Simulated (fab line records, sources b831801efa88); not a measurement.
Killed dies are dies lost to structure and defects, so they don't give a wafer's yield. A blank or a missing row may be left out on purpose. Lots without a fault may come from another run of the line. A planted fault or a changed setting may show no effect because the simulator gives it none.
Which tool did it? | flow gf180mcu | 12 lots, 36 wafers sampled, at 5 steps of a route of 602

WHAT THE GAUGES READ, wafer by wafer
GF_M5_CD_MEAS_07: target cd 280 nm.
lot  | measured     | on        | cd_nm (nm)
L984 | day 26 15:48 | cd_sem-02 | 279.0 279.8 280.1
L985 | day 26 18:11 | cd_sem-01 | 280.3 279.3 278.8
L986 | day 27 03:52 | cd_sem-01 | 281.0 281.9 281.5
L987 | day 27 16:25 | cd_sem-02 | 279.7 279.2 278.8
L990 | day 28 02:29 | cd_sem-01 | 279.0 279.4 279.0
L995 | day 29 19:29 | cd_sem-01 | 276.6 276.3 276.1
L997 | day 30 09:05 | cd_sem-02 | 275.1 274.0 274.0
L100 | day 31 03:32 | cd_sem-01 | 280.6 281.0 280.9
L103 | day 31 22:41 | cd_sem-01 | 279.7 280.1 282.1
L104 | day 32 02:43 | cd_sem-01 | 280.9 279.8 280.5
L106 | day 32 14:31 | cd_sem-01 | 280.6 281.2 280.3
L107 | day 32 19:59 | cd_sem-02 | 280.2 281.1 280.9

GF_V5_THK_MEAS_01.
lot  | measured     | on            | V5_CVD_00_THK (nm)
L984 | day 26 16:41 | film_metro-02 | 306.7 302.3 308.1
L985 | day 26 19:06 | film_metro-02 | 305.7 298.5 304.3
L986 | day 27 04:44 | film_metro-03 | 303.9 305.7 301.7
L987 | day 27 17:17 | film_metro-02 | 302.8 298.6 305.3
L990 | day 28 03:23 | film_metro-01 | 305.4 301.9 302.4
L995 | day 29 20:22 | film_metro-01 | 293.4 298.2 297.0
L997 | day 30 10:02 | film_metro-01 | 302.9 300.5 302.7
L100 | day 31 04:26 | film_metro-01 | 298.6 298.9 302.5
L103 | day 31 23:34 | film_metro-01 | 305.5 305.5 299.3
L104 | day 32 03:38 | film_metro-03 | 309.2 306.6 300.2
L106 | day 32 15:24 | film_metro-03 | 301.5 301.3 304.3
L107 | day 32 20:55 | film_metro-01 | 299.7 296.6 297.3

WHICH TOOL RAN EACH LOT (tool, then ch and the chambers of the sampled wafers, then the start)
lot  | GF_V4_STRIP_18                       | GF_MIM_SPUTTER_02            | GF_M5_PEB_05
L984 | plasma_asher-02 ch 0,1, day 24 20:26 | pvd_sputter-03, day 24 21:48 | litho_track-03 ch 0, day 26 15:28
L985 | plasma_asher-02 ch 0,1, day 24 22:49 | pvd_sputter-01, day 25 00:11 | litho_track-03 ch 0, day 26 17:50
L986 | plasma_asher-03 ch 0, day 25 08:31   | pvd_sputter-03, day 25 09:53 | litho_track-04 ch 0, day 27 03:31
L987 | plasma_asher-03 ch 0, day 25 20:02   | pvd_sputter-04, day 25 21:44 | litho_track-01 ch 0, day 27 16:04
L990 | plasma_asher-02 ch 0,1, day 26 09:05 | pvd_sputter-01, day 26 10:27 | litho_track-01 ch 0, day 28 02:08
L995 | plasma_asher-02 ch 0,1, day 28 03:25 | pvd_sputter-04, day 28 04:47 | litho_track-03 ch 0, day 29 19:08
L997 | plasma_asher-02 ch 0,1, day 28 16:35 | pvd_sputter-01, day 28 17:58 | litho_track-03 ch 0, day 30 08:43
L100 | plasma_asher-03 ch 0,1, day 29 12:38 | pvd_sputter-03, day 29 14:02 | litho_track-04 ch 0, day 31 03:11
L103 | plasma_asher-02 ch 0,1, day 30 08:40 | pvd_sputter-01, day 30 10:22 | litho_track-01 ch 0, day 31 22:20
L104 | plasma_asher-02 ch 0,1, day 30 13:49 | pvd_sputter-01, day 30 15:10 | litho_track-04 ch 0, day 32 02:22
L106 | plasma_asher-01 ch 1, day 31 03:02   | pvd_sputter-04, day 31 04:24 | litho_track-01 ch 0, day 32 14:10
L107 | plasma_asher-01 ch 0,1, day 31 08:11 | pvd_sputter-04, day 31 09:38 | litho_track-04 ch 0, day 32 19:38
- GF_V4_STRIP_18: strips in O2/N2.
- GF_MIM_SPUTTER_02: material AlCu, target thk 450 nm, time 23.9 s.
- GF_M5_PEB_05: peb time 90 s.

WHAT THE TOOLS THEMSELVES READ (means of the sampled wafers that have a number; where no wafer has one, the mark that the record gives instead)
GF_V4_STRIP_18.
lot  | tool            | drypump_motor_current_A (A) | heater_power_w (W) | oes_product_au (a.u.)
L984 | plasma_asher-02 | 5.7                         | 345                | 0.594
L985 | plasma_asher-02 | 5.2                         | 363                | 0.598
L986 | plasma_asher-03 | 4.7                         | 287                | 0.596
L987 | plasma_asher-03 | 4.7                         | 286                | 0.595
L990 | plasma_asher-02 | 5.2                         | 364                | 0.592
L995 | plasma_asher-02 | 5.7                         | 348                | 0.592
L997 | plasma_asher-02 | 5.7                         | 344                | 0.596
L100 | plasma_asher-03 | 4.8                         | 302                | 0.590
L103 | plasma_asher-02 | 5.7                         | 345                | 0.592
L104 | plasma_asher-02 | 5.7                         | 346                | 0.595
L106 | plasma_asher-01 | 5.6                         | 367                | 0.591
L107 | plasma_asher-01 | 5.3                         | 344                | 0.591

GF_MIM_SPUTTER_02.
lot  | tool           | cathode_dc_power_W (W) | throttle_valve_pct (%)
L984 | pvd_sputter-03 | 10601                  | 30.1
L985 | pvd_sputter-01 | 10599                  | 31.1
L986 | pvd_sputter-03 | 10600                  | 30.5
L987 | pvd_sputter-04 | 10601                  | 30.4
L990 | pvd_sputter-01 | 10599                  | 31.2
L995 | pvd_sputter-04 | 10602                  | 31.4
L997 | pvd_sputter-01 | 10602                  | 30.8
L100 | pvd_sputter-03 | 10601                  | 29.8
L103 | pvd_sputter-01 | 10601                  | 30.8
L104 | pvd_sputter-01 | 10601                  | 31.5
L106 | pvd_sputter-04 | 10600                  | 30.4
L107 | pvd_sputter-04 | 10600                  | 31.0

THE ANSWER, worked out from the rows above alone
Rule: what is usual is taken from the lots themselves. Put in order of their means at a reading, lots are off if they are a third of the lots or fewer, leave a main group of 4 or more, and stand apart from it by a gap of 3 or more times the standard deviation of the main group's means; of several such gaps the widest counts. A main group whose means are all the same, to the digits that the tables above print for the reading, isn't used. A lot without any number at a reading at which 4 lots or more have one is off too. The other lots that the step has rows for count as sound. The gauges are gone through in route order, then the tools' own readings, and for those a lot's mean is taken as printed above. The first step at which some lot is off is used, and at that step the reading that is off furthest; a lot without a number counts as furthest.
Off: L995, L997, at GF_M5_CD_MEAS_07 (cd_nm). The main group: mean 280.2 nm, standard deviation 0.75.
A tool fits if, at a process step before that reading, it ran every lot that is off, and no sound lot after the first of them. The gauges at GF_M5_CD_MEAS_07 are tried like those tools. One fits: litho_track-03 at GF_M5_PEB_05. Its last sound lot is L985 (day 26 17:50), its first lot that is off L995 (day 29 19:08): a fault that began between those two fits.

WHAT THE SIMULATOR HAD PUT IN
Process parameter drift: litho_track-03, from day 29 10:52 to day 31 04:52, at GF_M5_PEB_05. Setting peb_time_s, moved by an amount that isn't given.
Lots struck among those shown: L995, L997. The rule above found the same.
